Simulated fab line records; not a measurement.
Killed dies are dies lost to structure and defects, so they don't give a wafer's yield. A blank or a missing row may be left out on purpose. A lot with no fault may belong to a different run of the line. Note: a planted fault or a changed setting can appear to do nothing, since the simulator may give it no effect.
fab line records    flow sky130
record lots=24  wafers=72  lastDay=52
route steps=708 shown METAL2@503 VIA2@530 VIA3@585 METAL4@600
lots that met no fault: taken from a fault-free run of the same line
startH: hours from the record's first day to the start of the lot's first wafer shown    waitH: time in hours since the lot's previous step    " same as the row above    L1.1+2: a single row standing in for several wafers    - value missing, or start not given    * or withheld: withheld    < > ~ a bound
route shown NAME@n: NAME is a module with steps in the file, n the number in the route of the first one    usual: the fault-free wafers' mean and standard deviation    same: alike in all rows    chamber/n: place in a boat    sites: per-site readings    _std_site: standard deviation across them    _edge_site: outer sites' mean less inner sites'    radiusMm: for every site, how far away it sits from the centre of the wafer    mask NAME#n: copy n    behind: the last tool/chamber to shape the wafer    hold: reason for holding the lot/hours on hold/outcome of the hold    device: names the non-switching transistor (n, p or np)    end of line: tests of these same wafers at the route's end    a step without rows: its recipe alone    killed: at the first sort, the dies lost to defects and structure; wafer yield is something else    map: shows each die of a wafer: x if killed, . if not, _ if none is there
set.NAME: the setting as run; set.NAME@STEP: as run at that earlier step    model.NAME: the simulator's own value behind a step, which no gauge read
the route's steps for a sample of lots (tables are steps, rows are wafers)
services: from which hour (startH, from the record's first day; less than 0 if before it) a tool's chamber was out of use, for how many hours, and why
## steps
# step SKY_METAL2_STRIP_20
# recipe chemistry=O2/N2  powerW=1400  pressureMtorr=1500  platenTempC=withheld  o2FlowSccm=3000  n2FlowSccm=300  overashFraction=0.5
# usual drypumpMotorCurrentA=5.9/0.56  oesProductAu=0.343/0.0048  stripTimeToEndpointS=2.70/0.044
lot.wafer  tool            chamber  startH   waitH  drypumpMotorCurrentA  oesProductAu  rfHoursCounterH  stripTimeToEndpointS
L074.1     plasmaAsher-03  1        846.93   0.1    6.7                   0.346         40               2.72
L074.4     "               0        "        "      5.0                   0.348         -                2.71
L074.5     "               1        "        "      6.7                   0.342         -                2.73
L075.2     plasmaAsher-03  0        851.48   0.1    5.0                   0.341         41               2.77
L075.3     "               0        "        "      5.0                   0.343         -                2.71
L075.4     "               1        "        "      6.7                   0.353         -                2.74
L076.4     plasmaAsher-03  1        870.87   0.1    6.7                   0.341         -                2.71
L076.5     "               1        "        "      6.7                   0.344         -                2.69
L076.6     "               0        "        "      5.0                   0.337         -                2.64
L077.3     plasmaAsher-03  1        885.72   0.1    6.7                   0.346         -                2.64
L077.4     "               0        "        "      5.0                   0.349         -                2.73
L077.6     "               1        "        "      6.7                   0.351         -                2.68
L078.4     plasmaAsher-03  0        892.77   0.1    5.0                   0.342         -                2.64
L078.5     "               0        "        "      5.0                   0.343         -                2.65
L078.6     "               1        "        "      6.7                   0.336         -                2.68
L079.1     plasmaAsher-03  0        898.43   0.1    5.0                   0.347         46               2.77
L079.3     "               0        "        "      5.0                   0.350         -                2.73
L079.4     "               1        "        "      6.7                   0.338         -                2.68
L080.1     plasmaAsher-02  1        905.78   0.1    6.0                   0.341         16               2.71
L080.2     "               0        "        "      5.6                   0.349         16               2.66
L080.5     "               0        "        "      5.6                   0.345         -                2.75
L081.1     plasmaAsher-01  1        913.18   0.1    6.1                   0.337         104              2.73
L081.2     "               0        "        "      5.8                   0.337         104              2.68
L081.6     "               0        "        "      5.8                   0.340         -                2.69
L082.1     plasmaAsher-01  1        918.78   0.1    6.1                   0.349         105              2.76
L082.2     "               0        "        "      5.8                   0.348         105              2.70
L082.5     "               0        "        "      5.8                   0.349         -                2.68
L083.1     plasmaAsher-01  0        932.10   0.1    5.8                   0.340         106              2.65
L083.5     "               1        "        "      6.0                   0.344         -                2.75
L083.6     "               0        "        "      5.8                   0.342         -                2.65
L084.1     plasmaAsher-01  1        936.48   0.1    6.1                   0.345         107              2.76
L084.3     "               0        "        "      5.8                   0.333         -                2.61
L084.5     "               0        "        "      5.8                   0.342         -                2.74
L085.1     plasmaAsher-02  0        950.68   0.1    5.6                   0.339         19               2.77
L085.3     "               1        "        "      6.0                   0.341         -                2.72
L085.4     "               0        "        "      5.5                   0.348         -                2.74
L086.2     plasmaAsher-03  1        952.58   0.1    6.7                   0.344         51               2.73
L086.3     "               0        "        "      5.0                   0.345         -                2.72
L086.4     "               1        "        "      6.7                   0.345         -                2.69
L087.4     plasmaAsher-01  0        963.42   0.1    5.8                   0.341         -                2.67
L087.5     "               0        "        "      5.8                   0.340         -                2.78
L087.6     "               1        "        "      6.1                   0.344         -                2.66
L088.1     plasmaAsher-01  0        968.83   0.1    5.8                   0.355         111              2.66
L088.2     "               1        "        "      6.1                   0.346         111              2.75
L088.5     "               0        "        "      5.8                   0.336         -                2.73
L089.1     plasmaAsher-01  0        973.13   0.1    5.9                   0.345         111              2.65
L089.4     "               0        "        "      5.8                   0.345         -                2.68
L089.6     "               0        "        "      5.8                   0.345         -                2.76
L090.1     plasmaAsher-01  1        986.18   0.1    6.0                   0.345         112              2.74
L090.2     "               0        "        "      5.8                   0.341         112              2.69
L090.6     "               0        "        "      5.8                   0.344         -                2.71
L091.1     plasmaAsher-03  1        997.38   0.1    6.6                   0.332         55               2.64
L091.2     "               0        "        "      5.0                   0.337         55               2.69
L091.5     "               0        "        "      5.0                   0.330         -                2.63
L093.1     plasmaAsher-03  0        1004.68  0.1    5.0                   0.337         56               2.74
L093.2     "               1        "        "      6.7                   0.342         56               2.69
L093.5     "               1        "        "      6.7                   0.346         -                2.70
L092.2     plasmaAsher-01  1        1005.93  0.1    6.1                   0.340         114              2.72
L092.4     "               1        "        "      6.0                   0.349         -                2.76
L092.5     "               0        "        "      5.8                   0.346         -                2.77
L094.1     plasmaAsher-02  1        1010.43  0.1    6.0                   0.340         25               2.72
L094.4     "               0        "        "      5.6                   0.338         -                2.66
L094.5     "               0        "        "      5.6                   0.342         -                2.74
L095.2     plasmaAsher-03  1        1018.58  0.1    6.7                   0.348         57               2.74
L095.3     "               0        "        "      5.0                   0.344         -                2.75
L095.6     "               0        "        "      5.0                   0.347         -                2.74
L096.2     plasmaAsher-02  1        1023.48  0.1    6.0                   0.338         27               2.72
L096.3     "               0        "        "      5.6                   0.344         -                2.69
L096.6     "               0        "        "      5.5                   0.337         -                2.63
L097.1     plasmaAsher-02  1        1028.28  0.1    6.0                   0.347         27               2.67
L097.3     "               1        "        "      6.0                   0.346         -                2.71
L097.6     "               0        "        "      5.6                   0.338         -                2.64
# step SKY_VIA2_THK_MEAS_23
# recipe thkMeasGauge=xrf  reads=W_of_VIA2_CVD_21
# usual VIA2_W_THK=422/8.2
lot.wafer  tool          chamber  startH   waitH  VIA2_W_THK[nm]
L074.1     filmMetro-02  -        877.86   0.1    423
L074.4     "             -        "        "      423
L074.5     "             -        "        "      420
L075.2     filmMetro-03  -        882.38   0.1    430
L075.3     "             -        "        "      434
L075.4     "             -        "        "      435
L076.4     filmMetro-02  -        902.14   0.1    436
L076.5     "             -        "        "      426
L076.6     "             -        "        "      410
L077.3     filmMetro-02  -        917.84   0.1    405
L077.4     "             -        "        "      429
L077.6     "             -        "        "      423
L078.4     filmMetro-03  -        924.78   0.1    436
L078.5     "             -        "        "      416
L078.6     "             -        "        "      435
L079.1     filmMetro-02  -        930.89   0.1    425
L079.3     "             -        "        "      423
L079.4     "             -        "        "      417
L080.1     filmMetro-01  -        937.20   0.1    410
L080.2     "             -        "        "      416
L080.5     "             -        "        "      410
L081.1     filmMetro-01  -        945.01   0.1    404
L081.2     "             -        "        "      425
L081.6     "             -        "        "      408
L082.1     filmMetro-02  -        950.21   0.1    427
L082.2     "             -        "        "      415
L082.5     "             -        "        "      427
L083.1     filmMetro-02  -        962.61   0.1    419
L083.5     "             -        "        "      408
L083.6     "             -        "        "      416
L084.1     filmMetro-01  -        965.92   0.1    418
L084.3     "             -        "        "      418
L084.5     "             -        "        "      413
L085.1     filmMetro-01  -        979.81   0.1    419
L085.3     "             -        "        "      420
L085.4     "             -        "        "      416
L086.2     filmMetro-01  -        981.12   0.1    412
L086.3     "             -        "        "      411
L086.4     "             -        "        "      425
L087.4     filmMetro-01  -        991.63   0.1    429
L087.5     "             -        "        "      433
L087.6     "             -        "        "      416
L088.1     filmMetro-01  -        996.54   0.1    412
L088.2     "             -        "        "      429
L088.5     "             -        "        "      409
L089.1     filmMetro-01  -        1000.42  0.1    413
L089.4     "             -        "        "      426
L089.6     "             -        "        "      416
L090.1     filmMetro-01  -        1011.61  0.1    427
L090.2     "             -        "        "      418
L090.6     "             -        "        "      431
L091.1     filmMetro-02  -        1023.66  0.1    425
L091.2     "             -        "        "      412
L091.5     "             -        "        "      417
L093.1     filmMetro-02  -        1030.76  0.1    425
L093.2     "             -        "        "      427
L093.5     "             -        "        "      429
L092.2     filmMetro-01  -        1032.62  0.1    425
L092.4     "             -        "        "      427
L092.5     "             -        "        "      412
L094.1     filmMetro-03  -        1036.45  0.1    419
L094.4     "             -        "        "      421
L094.5     "             -        "        "      418
L095.2     filmMetro-02  -        1045.02  0.1    425
L095.3     "             -        "        "      430
L095.6     "             -        "        "      426
L096.2     filmMetro-02  -        1049.08  0.1    437
L096.3     "             -        "        "      439
L096.6     "             -        "        "      438
L097.1     filmMetro-03  -        1053.61  0.1    430
L097.3     "             -        "        "      425
L097.6     "             -        "        "      422
# step SKY_VIA3_CD_MEAS_12
# recipe targetCdNm=200
# usual cdNm=200.2/1.4
lot.wafer  tool      chamber  startH   waitH  cdNm
L074.1     cdSem-02  -        966.04   -      198.0
L074.4     "         -        "        "      199.2
L074.5     "         -        "        "      200.6
L075.2     cdSem-01  -        970.31   -      201.6
L075.3     "         -        "        "      202.0
L075.4     "         -        "        "      199.8
L076.4     cdSem-02  -        989.55   -      202.2
L076.5     "         -        "        "      200.6
L076.6     "         -        "        "      202.1
L077.3     cdSem-01  -        1001.18  -      200.2
L077.4     "         -        "        "      200.7
L077.6     "         -        "        "      202.1
L078.4     cdSem-02  -        1007.20  -      198.4
L078.5     "         -        "        "      198.7
L078.6     "         -        "        "      197.4
L079.1     cdSem-02  -        1012.69  -      198.3
L079.3     "         -        "        "      199.3
L079.4     "         -        "        "      198.8
L080.1     cdSem-01  -        1016.64  -      200.6
L080.2     "         -        "        "      200.7
L080.5     "         -        "        "      199.6
L081.1     cdSem-01  -        1025.29  -      201.8
L081.2     "         -        "        "      202.0
L081.6     "         -        "        "      202.5
L082.1     cdSem-01  -        1027.69  -      202.4
L082.2     "         -        "        "      202.7
L082.5     "         -        "        "      202.9
L083.1     cdSem-02  -        1039.14  -      201.7
L083.5     "         -        "        "      200.6
L083.6     "         -        "        "      199.5
L084.1     cdSem-01  -        1041.99  -      199.3
L084.3     "         -        "        "      199.7
L084.5     "         -        "        "      199.6
L085.1     cdSem-01  -        1053.74  -      200.5
L085.3     "         -        "        "      200.6
L085.4     "         -        "        "      200.8
L086.2     cdSem-02  -        1054.86  -      202.2
L086.3     "         -        "        "      201.8
L086.4     "         -        "        "      200.7
L087.4     cdSem-02  -        1064.90  -      201.5
L087.5     "         -        "        "      200.9
L087.6     "         -        "        "      201.3
L088.1     cdSem-01  -        1069.04  -      199.3
L088.2     "         -        "        "      201.9
L088.5     "         -        "        "      201.2
L089.1     cdSem-01  -        1074.44  -      198.1
L089.4     "         -        "        "      200.2
L089.6     "         -        "        "      199.0
L090.1     cdSem-01  -        1084.34  -      198.2
L090.2     "         -        "        "      198.1
L090.6     "         -        "        "      198.8
L091.1     cdSem-02  -        1094.19  -      197.5
L091.2     "         -        "        "      198.0
L091.5     "         -        "        "      197.6
L093.1     cdSem-01  -        1100.44  -      200.6
L093.2     "         -        "        "      197.8
L093.5     "         -        "        "      199.6
L092.2     cdSem-02  -        1103.56  -      200.4
L092.4     "         -        "        "      200.6
L092.5     "         -        "        "      199.7
L094.1     cdSem-02  -        1107.74  -      202.5
L094.4     "         -        "        "      201.4
L094.5     "         -        "        "      202.2
L095.2     cdSem-02  -        1114.91  -      199.5
L095.3     "         -        "        "      201.0
L095.6     "         -        "        "      200.8
L096.2     cdSem-02  -        1118.16  -      199.7
L096.3     "         -        "        "      199.0
L096.6     "         -        "        "      198.8
L097.1     cdSem-02  -        1121.92  -      198.6
L097.3     "         -        "        "      201.1
L097.6     "         -        "        "      199.0
# step SKY_VIA3_ETCH_14
# recipe chemistry=N2/H2  target=BARC  ionEnergyEv=200  sourceW=500  biasW=100  pressureMtorr=30  n2FlowSccm=100  h2FlowSccm=200  stopOn=SiO2  timeS=45.9  targetDepthA=600
# usual drypumpMotorCurrentA=5.7/0.33  oesProductAu=0.855/0.0046  throttleValvePct=13.224/0.0095
lot.wafer  tool        chamber  startH   waitH  drypumpMotorCurrentA  oesProductAu  rfHoursCounterH  throttleValvePct
L074.1     rieDiel-03  3        966.20   0.0    5.9                   0.846         7                13.232
L074.4     "           2        "        "      5.6                   0.859         9                13.226
L074.5     "           3        "        "      5.9                   0.842         -                13.230
L075.2     rieDiel-01  0        970.45   0.0    6.1                   0.854         19               13.220
L075.3     "           2        "        "      5.5                   0.850         15               13.225
L075.4     "           1        "        "      5.9                   0.850         13               13.211
L076.4     rieDiel-01  2        989.65   0.0    5.6                   0.866         15               13.226
L076.5     "           2        "        "      5.5                   0.862         -                13.227
L076.6     "           1        "        "      5.9                   0.857         -                13.236
L077.3     rieDiel-02  3        1001.30  0.0    5.5                   0.855         21               13.214
L077.4     "           2        "        "      6.2                   0.862         10               13.223
L077.6     "           0        "        "      5.5                   0.856         -                13.235
L078.4     rieDiel-01  2        1007.30  0.0    5.5                   0.858         16               13.233
L078.5     "           3        "        "      5.1                   0.862         -                13.225
L078.6     "           0        "        "      6.2                   0.854         -                13.231
L079.1     rieDiel-03  3        1012.85  0.0    5.9                   0.861         8                13.223
L079.3     "           2        "        "      5.6                   0.855         10               13.235
L079.4     "           0        "        "      5.7                   0.857         10               13.225
L080.1     rieDiel-02  1        1016.80  0.0    5.3                   0.863         23               13.231
L080.2     "           0        "        "      5.6                   0.858         5                13.227
L080.5     "           3        "        "      5.5                   0.859         -                13.221
L081.1     rieDiel-02  0        1025.45  0.0    5.5                   0.852         5                13.234
L081.2     "           2        "        "      6.2                   0.854         10               13.212
L081.6     "           1        "        "      5.4                   0.846         -                13.231
L082.1     rieDiel-01  3        1027.85  0.0    5.1                   0.851         3                13.229
L082.2     "           2        "        "      5.5                   0.850         17               13.227
L082.5     "           2        "        "      5.5                   0.856         -                13.234
L083.1     rieDiel-01  2        1039.30  0.0    5.5                   0.857         17               13.218
L083.5     "           2        "        "      5.5                   0.857         -                13.219
L083.6     "           1        "        "      5.9                   0.852         -                13.228
L084.1     rieDiel-03  1        1042.15  0.0    6.0                   0.854         20               13.237
L084.3     "           3        "        "      5.9                   0.858         9                13.217
L084.5     "           1        "        "      6.0                   0.856         -                13.220
L085.1     rieDiel-02  1        1053.90  0.0    5.4                   0.853         24               13.218
L085.3     "           3        "        "      5.4                   0.859         23               13.220
L085.4     "           3        "        "      5.5                   0.854         -                13.234
L086.2     rieDiel-01  1        1055.00  0.0    5.9                   0.855         16               13.219
L086.3     "           0        "        "      6.2                   0.858         21               13.233
L086.4     "           2        "        "      5.5                   0.858         18               13.220
L087.4     rieDiel-01  1        1065.00  0.0    5.9                   0.852         17               13.207
L087.5     "           3        "        "      5.1                   0.853         -                13.228
L087.6     "           2        "        "      5.5                   0.856         -                13.220
L088.1     rieDiel-02  0        1069.20  0.0    5.6                   0.852         7                13.243
L088.2     "           2        "        "      6.2                   0.847         12               13.251
L088.5     "           3        "        "      5.5                   0.854         -                13.224
L089.1     rieDiel-03  2        1074.60  0.0    5.6                   0.852         12               13.214
L089.4     "           1        "        "      6.0                   0.857         22               13.228
L089.6     "           1        "        "      6.0                   0.858         -                13.227
L090.1     rieDiel-02  2        1084.50  0.0    6.2                   0.864         12               13.222
L090.2     "           0        "        "      5.5                   0.853         8                13.222
L090.6     "           3        "        "      5.5                   0.866         -                13.216
L091.1     rieDiel-03  0        1094.35  0.0    5.7                   0.854         12               13.238
L091.2     "           2        "        "      5.6                   0.848         13               13.223
L091.5     "           2        "        "      5.6                   0.855         -                13.229
L093.1     rieDiel-01  0        1100.60  0.0    6.1                   0.860         22               13.217
L093.2     "           1        "        "      5.9                   0.857         17               13.234
L093.5     "           0        "        "      6.2                   0.850         -                13.217
L092.2     rieDiel-01  1        1103.70  0.0    5.9                   0.858         17               13.215
L092.4     "           0        "        "      6.2                   0.860         22               13.235
L092.5     "           3        "        "      5.1                   0.844         -                13.211
L094.1     rieDiel-03  0        1107.90  0.0    5.7                   0.857         13               13.229
L094.4     "           1        "        "      6.0                   0.855         23               13.208
L094.5     "           0        "        "      5.7                   0.858         -                13.254
L095.2     rieDiel-01  2        1115.05  0.0    5.6                   0.858         20               13.226
L095.3     "           1        "        "      5.9                   0.856         18               13.215
L095.6     "           1        "        "      5.9                   0.857         -                13.201
L096.2     rieDiel-03  1        1118.30  0.0    6.0                   0.857         23               13.223
L096.3     "           3        "        "      5.9                   0.849         12               13.224
L096.6     "           2        "        "      5.6                   0.859         -                13.212
L097.1     rieDiel-02  1        1122.08  0.0    5.4                   0.852         27               13.211
L097.3     "           3        "        "      5.5                   0.849         25               13.228
L097.6     "           1        "        "      5.4                   0.861         -                13.219
# step SKY_METAL4_SPUTTER_02
# recipe material=AlCu  targetThkNm=735  powerW=10600  timeS=39.1  chamberPressurePa=0.4
# usual throttleValvePct=30.4/0.81
lot.wafer  tool           chamber  startH   waitH  throttleValvePct
L074.1     pvdSputter-04  -        967.72   0.0    29.7
L074.4     "              -        "        "      31.3
L074.5     "              -        "        "      30.5
L075.2     pvdSputter-01  -        971.89   0.0    30.0
L075.3     "              -        "        "      30.2
L075.4     "              -        "        "      29.9
L076.4     pvdSputter-02  -        991.36   0.0    29.4
L076.5     "              -        "        "      30.7
L076.6     "              -        "        "      29.9
L077.3     pvdSputter-02  -        1002.71  0.0    30.9
L077.4     "              -        "        "      31.3
L077.6     "              -        "        "      29.6
L078.4     pvdSputter-04  -        1008.71  0.0    29.6
L078.5     "              -        "        "      31.2
L078.6     "              -        "        "      30.6
L079.1     pvdSputter-01  -        1014.25  0.0    29.9
L079.3     "              -        "        "      29.3
L079.4     "              -        "        "      30.2
L080.1     pvdSputter-01  -        1018.25  0.0    30.4
L080.2     "              -        "        "      30.1
L080.5     "              -        "        "      30.0
L081.1     pvdSputter-04  -        1026.86  0.0    31.2
L081.2     "              -        "        "      29.9
L081.6     "              -        "        "      31.4
L082.1     pvdSputter-01  -        1029.26  0.0    29.7
L082.2     "              -        "        "      30.0
L082.5     "              -        "        "      29.6
L083.1     pvdSputter-01  -        1040.75  0.0    30.3
L083.5     "              -        "        "      30.0
L083.6     "              -        "        "      29.4
L084.1     pvdSputter-02  -        1043.56  0.0    30.8
L084.3     "              -        "        "      32.1
L084.5     "              -        "        "      32.5
L085.1     pvdSputter-02  -        1055.31  0.0    30.8
L085.3     "              -        "        "      30.7
L085.4     "              -        "        "      32.4
L086.2     pvdSputter-02  -        1056.42  0.0    32.1
L086.3     "              -        "        "      29.3
L086.4     "              -        "        "      30.8
L087.4     pvdSputter-04  -        1066.42  0.0    31.3
L087.5     "              -        "        "      29.4
L087.6     "              -        "        "      31.3
L088.1     pvdSputter-01  -        1070.61  0.0    29.3
L088.2     "              -        "        "      30.0
L088.5     "              -        "        "      30.0
L089.1     pvdSputter-04  -        1076.09  0.0    31.2
L089.4     "              -        "        "      30.4
L089.6     "              -        "        "      31.3
L090.1     pvdSputter-02  -        1085.91  0.0    29.5
L090.2     "              -        "        "      32.3
L090.6     "              -        "        "      30.6
L091.1     pvdSputter-02  -        1095.76  0.0    32.3
L091.2     "              -        "        "      30.9
L091.5     "              -        "        "      29.7
L093.1     pvdSputter-01  -        1102.05  0.0    29.7
L093.2     "              -        "        "      29.9
L093.5     "              -        "        "      29.4
L092.2     pvdSputter-02  -        1105.11  0.0    32.2
L092.4     "              -        "        "      30.9
L092.5     "              -        "        "      31.0
L094.1     pvdSputter-04  -        1109.35  0.0    30.3
L094.4     "              -        "        "      29.7
L094.5     "              -        "        "      30.3
L095.2     pvdSputter-02  -        1116.50  0.0    31.1
L095.3     "              -        "        "      30.7
L095.6     "              -        "        "      31.1
L096.2     pvdSputter-01  -        1119.72  0.0    30.4
L096.3     "              -        "        "      29.8
L096.6     "              -        "        "      30.2
L097.1     pvdSputter-01  -        1123.58  0.0    30.7
L097.3     "              -        "        "      29.6
L097.6     "              -        "        "      30.7
# step SKY_METAL4_STRIP_19
# recipe chemistry=O2/N2  powerW=1400  pressureMtorr=1500  platenTempC=withheld  o2FlowSccm=3000  n2FlowSccm=300  overashFraction=0.5
# usual drypumpMotorCurrentA=5.85/0.2  oesProductAu=0.504/0.0065  stripTimeToEndpointS=6.56/0.11
lot.wafer  tool            chamber  startH   waitH  drypumpMotorCurrentA  oesProductAu  rfHoursCounterH  stripTimeToEndpointS
L074.1     plasmaAsher-02  1        1018.28  0.1    6.02                  0.505         26               6.52
L074.4     "               0        "        "      5.59                  0.506         -                6.58
L074.5     "               0        "        "      5.57                  0.507         -                6.65
L075.2     plasmaAsher-02  1        1021.98  0.1    6.02                  0.504         27               6.73
L075.3     "               1        "        "      6.02                  0.519         -                6.80
L075.4     "               0        "        "      5.60                  0.496         -                6.52
L076.4     plasmaAsher-02  1        1040.52  0.1    6.00                  0.500         -                6.54
L076.5     "               1        "        "      6.01                  0.503         -                6.59
L076.6     "               0        "        "      5.57                  0.508         -                6.56
L077.3     plasmaAsher-02  0        1051.51  0.1    5.59                  0.508         -                6.63
L077.4     "               1        "        "      6.01                  0.507         -                6.44
L077.6     "               1        "        "      6.01                  0.516         -                6.68
L078.4     plasmaAsher-02  1        1057.57  0.1    6.04                  0.506         -                6.54
L078.5     "               1        "        "      6.02                  0.502         -                6.59
L078.6     "               0        "        "      5.56                  0.496         -                6.49
L079.1     plasmaAsher-04  0        1062.08  0.1    6.03                  0.508         96               6.66
L079.3     "               0        "        "      6.03                  0.500         -                6.49
L079.4     "               1        "        "      5.76                  0.509         -                6.70
L080.1     plasmaAsher-01  1        1065.28  0.1    6.04                  0.496         0                6.47
L080.2     "               0        "        "      5.81                  0.509         0                6.68
L080.5     "               1        "        "      6.01                  0.491         -                6.45
L081.1     plasmaAsher-02  0        1074.73  0.1    5.56                  0.508         33               6.62
L081.2     "               1        "        "      6.02                  0.500         33               6.53
L081.6     "               0        "        "      5.56                  0.494         -                6.56
L082.1     plasmaAsher-02  1        1075.43  0.1    6.02                  0.506         33               6.38
L082.2     "               0        "        "      5.55                  0.497         33               6.50
L082.5     "               0        "        "      5.54                  0.508         -                6.45
L083.1     plasmaAsher-01  0        1088.03  0.1    5.84                  0.506         2                6.60
L083.5     "               1        "        "      6.09                  0.500         -                6.48
L083.6     "               0        "        "      5.82                  0.504         -                6.59
L084.1     plasmaAsher-04  0        1089.48  0.1    6.02                  0.496         98               6.44
L084.3     "               1        "        "      5.72                  0.501         -                6.52
L084.5     "               1        "        "      5.74                  0.495         -                6.42
L086.2     plasmaAsher-04  0        1103.10  0.1    6.04                  0.505         100              6.50
L086.3     "               1        "        "      5.73                  0.506         -                6.47
L086.4     "               0        "        "      6.06                  0.503         -                6.59
L085.1     plasmaAsher-02  1        1103.11  0.1    6.03                  0.505         35               6.57
L085.3     "               0        "        "      5.58                  0.516         -                6.68
L085.4     "               1        "        "      6.02                  0.505         -                6.60
L087.4     plasmaAsher-02  1        1112.62  0.1    5.99                  0.502         -                6.47
L087.5     "               0        "        "      5.57                  0.506         -                6.49
L087.6     "               1        "        "      6.01                  0.513         -                6.66
L088.1     plasmaAsher-04  0        1115.63  0.1    6.05                  0.511         101              6.49
L088.2     "               1        "        "      5.74                  0.511         101              6.67
L088.5     "               0        "        "      6.03                  0.504         -                6.68
L089.1     plasmaAsher-01  0        1120.93  0.1    5.82                  0.501         5                6.44
L089.4     "               1        "        "      6.05                  0.489         -                6.32
L089.6     "               0        "        "      5.81                  0.495         -                6.33
L090.1     plasmaAsher-02  0        1130.33  0.1    5.54                  0.513         38               6.63
L090.2     "               1        "        "      6.00                  0.511         38               6.56
L090.6     "               0        "        "      5.56                  0.507         -                6.65
L091.1     plasmaAsher-01  1        1139.58  0.1    6.02                  0.505         7                6.65
L091.2     "               0        "        "      5.84                  0.506         7                6.74
L091.5     "               1        "        "      6.05                  0.507         -                6.58
L093.1     plasmaAsher-04  0        1145.28  0.1    6.06                  0.507         104              6.76
L093.2     "               1        "        "      5.72                  0.512         104              6.64
L093.5     "               0        "        "      6.02                  0.504         -                6.61
L092.2     plasmaAsher-04  1        1148.03  0.1    5.73                  0.490         105              6.33
L092.4     "               0        "        "      6.03                  0.493         -                6.37
L092.5     "               0        "        "      6.04                  0.500         -                6.38
L094.1     plasmaAsher-04  1        1151.93  0.1    5.74                  0.517         105              6.66
L094.4     "               0        "        "      6.04                  0.507         -                6.66
L094.5     "               1        "        "      5.74                  0.501         -                6.44
L095.2     plasmaAsher-02  0        1159.53  0.1    5.55                  0.504         41               6.66
L095.3     "               0        "        "      5.55                  0.514         -                6.66
L095.6     "               1        "        "      6.01                  0.506         -                6.63
L096.2     plasmaAsher-04  0        1161.93  0.1    6.04                  0.509         106              6.61
L096.3     "               0        "        "      6.04                  0.507         -                6.61
L096.6     "               1        "        "      5.73                  0.495         -                6.41
L097.1     plasmaAsher-02  0        1165.53  0.1    5.55                  0.505         42               6.50
L097.3     "               1        "        "      6.01                  0.518         -                6.74
L097.6     "               1        "        "      6.01                  0.511         -                6.75
## services
tool            chamber  startH   hours  kind
pvdSputter-02   -        837.30   2.5    repair
rieDiel-01      -        849.99   2.8    repair
plasmaAsher-02  -        894.68   10.7   repair
rieDiel-01      0        919.83   5.7    repair
plasmaAsher-03  -        930.40   8.7    repair
plasmaAsher-02  -        931.88   15.6   pm
rieDiel-01      -        949.81   0.5    repair
rieDiel-01      1        951.69   5.0    repair
plasmaAsher-02  -        951.94   1.3    repair
pvdSputter-01   -        1011.13  2.7    repair
rieDiel-01      0        1016.83  21.2   repair
plasmaAsher-03  -        1023.54  6.3    repair
plasmaAsher-01  -        1036.72  10.0   repair
plasmaAsher-01  -        1055.25  9.0    pm
plasmaAsher-01  -        1058.69  0.6    repair
rieDiel-01      1        1075.17  5.0    repair
plasmaAsher-02  -        1078.47  2.8    pm
plasmaAsher-01  -        1109.32  2.8    pm
plasmaAsher-03  -        1132.28  29.9   pm
rieDiel-01      -        1135.80  0.4    repair
pvdSputter-01   -        1140.05  0.6    repair
rieDiel-01      -        1143.32  2.8    pm
plasmaAsher-02  -        1154.68  0.9    repair
pvdSputter-01   -        1155.27  2.4    repair
## key
fault none
